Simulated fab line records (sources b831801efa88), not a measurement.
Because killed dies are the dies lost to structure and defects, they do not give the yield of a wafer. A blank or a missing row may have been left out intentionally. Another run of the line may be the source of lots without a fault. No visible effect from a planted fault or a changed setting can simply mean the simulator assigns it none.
Split-lot study || flow gf180mcu || 23 wafers read from 5 lots, route of 602 steps

== SPLIT DETAILS ==
At GF_HV_LDD_DEVELOP_06 (develop time 60 s), the setting develop-time-s was moved away from the recipe's 60 s on 5 of the 23 wafers read, by +8.9% to +11.3%. All remaining wafers had this setting at the recipe value.

The file shows no step between the split and the reading.

== THE READING ==
cd-nm (nm) at GF_HV_LDD_CD_MEAS_07, where the cd target is 400 nm. Fault-free wafers of this fab line usually give 399.5 nm, standard deviation 2 nm.

{"wafer": "L074.1", "tool, chamber at the split": "litho-track-01, 0", "develop-time-s as run, s": 60, "against the recipe": "recipe", "cd-nm, nm": 398.1, "against lot-mates on the recipe": "-"}
{"wafer": "L074.2", "tool, chamber at the split": "litho-track-01, 0", "develop-time-s as run, s": 60, "against the recipe": "recipe", "cd-nm, nm": 398.9, "against lot-mates on the recipe": "-"}
{"wafer": "L074.3", "tool, chamber at the split": "litho-track-01, 0", "develop-time-s as run, s": 60, "against the recipe": "recipe", "cd-nm, nm": 397.5, "against lot-mates on the recipe": "-"}
{"wafer": "L074.5", "tool, chamber at the split": "litho-track-01, 0", "develop-time-s as run, s": 60, "against the recipe": "recipe", "cd-nm, nm": 397.4, "against lot-mates on the recipe": "-"}
{"wafer": "L074.6", "tool, chamber at the split": "litho-track-01, 0", "develop-time-s as run, s": 60, "against the recipe": "recipe", "cd-nm, nm": 397.5, "against lot-mates on the recipe": "-"}
{"wafer": "L076.1", "tool, chamber at the split": "litho-track-01, 0", "develop-time-s as run, s": 60, "against the recipe": "recipe", "cd-nm, nm": 400.7, "against lot-mates on the recipe": "-"}
{"wafer": "L076.3", "tool, chamber at the split": "litho-track-01, 0", "develop-time-s as run, s": 60, "against the recipe": "recipe", "cd-nm, nm": 403.0, "against lot-mates on the recipe": "-"}
{"wafer": "L076.6", "tool, chamber at the split": "litho-track-01, 0", "develop-time-s as run, s": 60, "against the recipe": "recipe", "cd-nm, nm": 399.9, "against lot-mates on the recipe": "-"}
{"wafer": "L080.1", "tool, chamber at the split": "litho-track-03, 0", "develop-time-s as run, s": 66.81, "against the recipe": "+11.3%", "cd-nm, nm": 410.9, "against lot-mates on the recipe": "+9.4"}
{"wafer": "L080.2", "tool, chamber at the split": "litho-track-03, 0", "develop-time-s as run, s": 60, "against the recipe": "recipe", "cd-nm, nm": 400.8, "against lot-mates on the recipe": "-"}
{"wafer": "L080.3", "tool, chamber at the split": "litho-track-03, 0", "develop-time-s as run, s": 60, "against the recipe": "recipe", "cd-nm, nm": 402.6, "against lot-mates on the recipe": "-"}
{"wafer": "L080.4", "tool, chamber at the split": "litho-track-03, 0", "develop-time-s as run, s": 60, "against the recipe": "recipe", "cd-nm, nm": 401.2, "against lot-mates on the recipe": "-"}
{"wafer": "L080.5", "tool, chamber at the split": "litho-track-03, 0", "develop-time-s as run, s": 66.81, "against the recipe": "+11.3%", "cd-nm, nm": 412.8, "against lot-mates on the recipe": "+11.3"}
{"wafer": "L082.1", "tool, chamber at the split": "litho-track-01, 0", "develop-time-s as run, s": 60, "against the recipe": "recipe", "cd-nm, nm": 398.2, "against lot-mates on the recipe": "-"}
{"wafer": "L082.2", "tool, chamber at the split": "litho-track-01, 0", "develop-time-s as run, s": 60, "against the recipe": "recipe", "cd-nm, nm": 398.3, "against lot-mates on the recipe": "-"}
{"wafer": "L082.3", "tool, chamber at the split": "litho-track-01, 0", "develop-time-s as run, s": 60, "against the recipe": "recipe", "cd-nm, nm": 397.8, "against lot-mates on the recipe": "-"}
{"wafer": "L082.4", "tool, chamber at the split": "litho-track-01, 0", "develop-time-s as run, s": 60, "against the recipe": "recipe", "cd-nm, nm": 398.4, "against lot-mates on the recipe": "-"}
{"wafer": "L082.6", "tool, chamber at the split": "litho-track-01, 0", "develop-time-s as run, s": 60, "against the recipe": "recipe", "cd-nm, nm": 397.6, "against lot-mates on the recipe": "-"}
{"wafer": "L083.1", "tool, chamber at the split": "litho-track-01, 0", "develop-time-s as run, s": 65.36, "against the recipe": "+8.9%", "cd-nm, nm": 401.8, "against lot-mates on the recipe": "+4.2"}
{"wafer": "L083.3", "tool, chamber at the split": "litho-track-01, 0", "develop-time-s as run, s": 65.36, "against the recipe": "+8.9%", "cd-nm, nm": 403.0, "against lot-mates on the recipe": "+5.4"}
{"wafer": "L083.4", "tool, chamber at the split": "litho-track-01, 0", "develop-time-s as run, s": 65.36, "against the recipe": "+8.9%", "cd-nm, nm": 406.5, "against lot-mates on the recipe": "+8.9"}
{"wafer": "L083.5", "tool, chamber at the split": "litho-track-01, 0", "develop-time-s as run, s": 60, "against the recipe": "recipe", "cd-nm, nm": 397.4, "against lot-mates on the recipe": "-"}
{"wafer": "L083.6", "tool, chamber at the split": "litho-track-01, 0", "develop-time-s as run, s": 60, "against the recipe": "recipe", "cd-nm, nm": 397.9, "against lot-mates on the recipe": "-"}

FIT RESULTS
A straight line over all 23 wafers: cd-nm changes by +0.847 nm for each +1% of develop-time-s; r = +0.84; the points scatter about the line by 2.3 nm.
The same after taking each lot's own level away (the mean of its wafers on the recipe; 23 wafers): +0.805 nm for each +1%; r = +0.95; scatter 1.2 nm.
The reading moves by 9.1 nm for the largest change in develop-time-s, on that fit.
Measured against the standard deviation above, the lots' own levels, which go from 397.65 to 401.53 nm, span 1.9 times it.
The two slopes agree, so the slope changes little with the lot-to-lot level.
Check: +9 nm against its lot-mates is what the line predicts for one of the wafers moved furthest among these (+11.3%) when that wafer is left out of the fit. It came out at +9.37 nm against them.

== OTHER SPLITS ON THESE WAFERS ==
Other splits were also applied to these wafers ahead of the reading. Each is held against what the fit with the lots' levels taken away leaves over:
{"other split on the same wafers": "GF_STI_OXIDATION_21 ox-time-s", "wafers away from the commonest value": 18, "r with cd-nm (lot level and that fit taken away)": "+0.02"}
{"other split on the same wafers": "GF_STI_OXIDATION_29 ox-time-s", "wafers away from the commonest value": 15, "r with cd-nm (lot level and that fit taken away)": "+0.23"}
{"other split on the same wafers": "GF_NWELL_COAT_02 resist-thk-nm", "wafers away from the commonest value": 8, "r with cd-nm (lot level and that fit taken away)": "+0.16"}
{"other split on the same wafers": "GF_NWELL_IMPLANT_09 energy-kev", "wafers away from the commonest value": 9, "r with cd-nm (lot level and that fit taken away)": "+0.03"}
{"other split on the same wafers": "GF_VT_IMPLANT_IMPLANT_08 dose-cm2", "wafers away from the commonest value": 4, "r with cd-nm (lot level and that fit taken away)": "+0.07"}
{"other split on the same wafers": "GF_DUAL_GATE_OXIDATION_02 temp-c", "wafers away from the commonest value": 15, "r with cd-nm (lot level and that fit taken away)": -0.09}
{"other split on the same wafers": "GF_DUAL_GATE_COAT_06 resist-thk-nm", "wafers away from the commonest value": 8, "r with cd-nm (lot level and that fit taken away)": "+0.24"}

== THE FILE'S OWN FIT ==
cd-nm changes by +0.824 nm for each +1% of develop-time-s, r = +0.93.
